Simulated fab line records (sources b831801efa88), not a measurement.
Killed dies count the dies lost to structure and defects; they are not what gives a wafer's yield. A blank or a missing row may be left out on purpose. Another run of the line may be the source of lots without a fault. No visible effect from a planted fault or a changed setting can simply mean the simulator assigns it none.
The tool behind it: which one? ; flow sky130 ; 33 wafers from 11 lots sampled at 5 of the route's 708 steps

== WHAT THE GAUGES READ, wafer by wafer ==
Not one reading of a measure or inspect step in the record can be checked against a usual standard deviation.

== EACH LOT AND THE TOOL THAT RAN IT (in order: tool; ch and the chambers of the sampled wafers; start) ==
lot;SKY_METAL3_STRIP_19;SKY_METAL4_DESCUM_15;SKY_METAL4_METAL_ETCH_18;SKY_VIA4_CVD_18;SKY_PAD_OPEN_PROBE_99
L311;plasma_asher-02 ch 0,1, day 38 12:44;rie_metal-02 ch 0,1, day 41 17:04;rie_metal-01 ch 0,1, day 41 17:13;cvd_w-01 ch 0,1, day 42 17:52;-
L314;plasma_asher-03 ch 0,1, day 39 06:53;rie_metal-02 ch 0,1, day 42 11:07;rie_metal-04 ch 0,1, day 42 11:19;cvd_w-01 ch 0,1, day 43 11:44;-
L316;plasma_asher-03 ch 0,1, day 40 13:44;rie_metal-02 ch 0,1, day 43 16:13;rie_metal-01 ch 0, day 43 16:22;cvd_w-02 ch 0,1, day 44 16:56;-
L317;plasma_asher-03 ch 0,1, day 41 00:53;-;-;-;prober-01, day 47 20:54
L319;plasma_asher-03 ch 0,1, day 41 06:20;-;-;-;prober-02, day 47 23:28
L324;plasma_asher-04 ch 0,1, day 42 17:56;rie_metal-01 ch 0,1, day 45 15:40;rie_metal-02 ch 0,1, day 45 15:52;cvd_w-02 ch 0,1, day 46 14:53;-
L326;plasma_asher-04 ch 0,1, day 43 15:01;rie_metal-04 ch 0,1, day 46 11:41;rie_metal-01 ch 0,1, day 46 11:52;cvd_w-02 ch 0,1, day 47 10:05;-
L331;plasma_asher-03 ch 0,1, day 44 05:04;rie_metal-02 ch 1, day 46 23:50;rie_metal-01 ch 0,1, day 47 00:14;cvd_w-01 ch 0,1, day 47 22:37;-
L332;plasma_asher-03 ch 0,1, day 44 08:13;rie_metal-04 ch 0,1, day 47 02:35;rie_metal-01 ch 0,1, day 47 02:44;cvd_w-01 ch 1, day 48 00:14;-
L333;plasma_asher-03 ch 0,1, day 45 00:59;rie_metal-04 ch 0,1, day 47 17:52;rie_metal-01 ch 0,1, day 47 18:01;cvd_w-02 ch 0,1, day 48 15:18;-
L334;plasma_asher-03 ch 0,1, day 45 04:32;rie_metal-04 ch 0,1, day 47 21:37;rie_metal-02 ch 0,1, day 47 21:46;cvd_w-02 ch 0,1, day 48 18:34;-
- SKY_METAL3_STRIP_19: strips in O2/N2.
- SKY_METAL4_DESCUM_15: chemistry O2, time 8 s.
- SKY_METAL4_METAL_ETCH_18: etches the open film in Cl2/BCl3, stops on SiO2, target depth 845 nm, time 183.1 s.
- SKY_VIA4_CVD_18: deposits W, target thk 505 nm, time 152.14 s.
- SKY_PAD_OPEN_PROBE_99

== WHAT THE TOOLS THEMSELVES READ (means of the sampled wafers that have a number; where no wafer has one, the mark that the record gives instead) ==
SKY_METAL3_STRIP_19. Usual: chamber_pressure_mTorr 1500.1 mTorr, standard deviation 1.4; drypump_motor_current_A 5.7 A, standard deviation 0.47; oes_product_au 0.501 a.u., standard deviation 0.0069; strip_time_to_endpoint_s 6.50 s, standard deviation 0.11.
lot;tool;chamber_pressure_mTorr (mTorr);drypump_motor_current_A (A);oes_product_au (a.u.);strip_time_to_endpoint_s (s);flag
L311;plasma_asher-02;1499.5;5.1;0.500;6.52;
L314;plasma_asher-03;1499.6;6.1;0.502;6.59;
L316;plasma_asher-03;1498.8;5.7;0.498;6.36;
L317;plasma_asher-03;-;-;-;-;OFF
L319;plasma_asher-03;-;-;-;-;OFF
L324;plasma_asher-04;1500.4;5.7;0.490;6.38;
L326;plasma_asher-04;1501.2;5.7;0.502;6.55;
L331;plasma_asher-03;1499.1;5.7;0.493;6.42;
L332;plasma_asher-03;1499.2;6.1;0.502;6.54;
L333;plasma_asher-03;1501.0;5.7;0.498;6.50;
L334;plasma_asher-03;1501.0;5.7;0.510;6.61;

SKY_METAL4_DESCUM_15. Usual: drypump_motor_current_A 6.2 A, standard deviation 0.37; he_backside_leak_sccm 3.39 sccm, standard deviation 0.25; oes_product_au 1.006 a.u., standard deviation 0.011.
lot;tool;drypump_motor_current_A (A);he_backside_leak_sccm (sccm);oes_product_au (a.u.);flag
L311;rie_metal-02;6.5;3.07;1.007;
L314;rie_metal-02;6.4;3.05;1.018;
L316;rie_metal-02;6.5;3.18;1.016;
L324;rie_metal-01;6.0;3.16;1.001;
L326;rie_metal-04;6.0;3.68;1.011;
L331;rie_metal-02;6.6;3.23;1.002;
L332;rie_metal-04;6.0;3.47;1.013;
L333;rie_metal-04;6.3;3.50;1.008;
L334;rie_metal-04;6.0;3.19;1.013;

SKY_METAL4_METAL_ETCH_18. Usual: drypump_motor_current_A 6.18 A, standard deviation 0.28; he_backside_leak_sccm 3.35 sccm, standard deviation 0.27; oes_product_au 0.867 a.u., standard deviation 0.0065; throttle_valve_pct 22.264 %, standard deviation 0.0086.
lot;tool;drypump_motor_current_A (A);he_backside_leak_sccm (sccm);oes_product_au (a.u.);throttle_valve_pct (%);flag
L311;rie_metal-01;6.16;3.48;0.867;22.262;
L314;rie_metal-04;5.96;3.47;0.864;22.276;
L316;rie_metal-01;6.25;3.73;0.863;22.266;
L324;rie_metal-02;6.34;2.94;0.867;22.263;
L326;rie_metal-01;6.04;3.36;0.872;22.270;
L331;rie_metal-01;6.12;3.64;0.862;22.270;
L332;rie_metal-01;6.13;3.45;0.867;22.265;
L333;rie_metal-01;6.13;3.51;0.864;22.263;
L334;rie_metal-02;6.45;3.19;0.867;22.260;

SKY_VIA4_CVD_18. Usual: chamber_pressure_Torr 40.00 Torr, standard deviation 0.095; heater_power_w 912 W, standard deviation 28.
lot;tool;chamber_pressure_Torr (Torr);heater_power_w (W);flag
L311;cvd_w-01;39.95;897;
L314;cvd_w-01;40.10;906;
L316;cvd_w-02;39.95;908;
L324;cvd_w-02;40.01;926;
L326;cvd_w-02;40.01;910;
L331;cvd_w-01;39.97;947;
L332;cvd_w-01;39.86;892;
L333;cvd_w-02;39.93;912;
L334;cvd_w-02;39.91;905;

SKY_PAD_OPEN_PROBE_99. Usual: defect_limited_yield 82.6 %, standard deviation 1.9; killed_at_M0_to_M3 42, standard deviation 7.1; killed_at_M4_up 3.3, standard deviation 1.9; killed_at_contacts 24, standard deviation 5; killed_at_front_end 15, standard deviation 4.7; killed_at_other 0.3, standard deviation 0.61; killed_dies 86, standard deviation 9.6; killed_on_rim 17, standard deviation 3.8; killed_open 47, standard deviation 7.5; killed_short 38, standard deviation 6.6; sort_bin_3_pad_short 0.9 %, standard deviation 0.42; sort_bin_5_function 10.2 %, standard deviation 1.5; sort_bin_6_memory 6.3 %, standard deviation 1.1; sort_n_pass 406, standard deviation 9.6; sort_yield_pct 82.6 %, standard deviation 1.9.
lot;tool;defect_limited_yield (%);killed_at_M0_to_M3;killed_at_M4_up;killed_at_contacts;killed_at_front_end;killed_at_other;killed_dies;killed_on_rim;killed_open;killed_short;sort_bin_3_pad_short (%);sort_bin_5_function (%);sort_bin_6_memory (%);sort_n_pass;sort_yield_pct (%);flag
L317;prober-01;0.0;455;5.3;21;10;0.3;492;96;44;40;1.1;92.4;6.5;0;0.0;OFF
L319;prober-02;0.0;456;2.7;20;13;0.3;492;96;43;38;1.1;91.7;7.2;0;0.0;OFF

== THE ANSWER, worked out from the rows above alone ==
Rule: take the mean of a lot's wafers that have a number; if it is more than 3 standard deviations from the usual mean, the lot is off. A lot without any number at a reading at which 4 lots or more have one is off too. The other lots that the step has rows for count as sound. Order of review: gauges by route order, followed by the tools' own readings, for which a lot's mean as printed above is used. At the first step where some lot is off, the reading lying furthest off is the one used; lots without a number count as furthest.
Off: L317, L319, at SKY_METAL3_STRIP_19 (chamber_pressure_mTorr). Without a number there: L317, L319.
If a tool, at that step or one of the process steps before it, ran each lot that is off and ran no sound lot following the first of them, it fits. Of those tried, none fits.

== WHAT THE SIMULATOR HAD PUT IN ==
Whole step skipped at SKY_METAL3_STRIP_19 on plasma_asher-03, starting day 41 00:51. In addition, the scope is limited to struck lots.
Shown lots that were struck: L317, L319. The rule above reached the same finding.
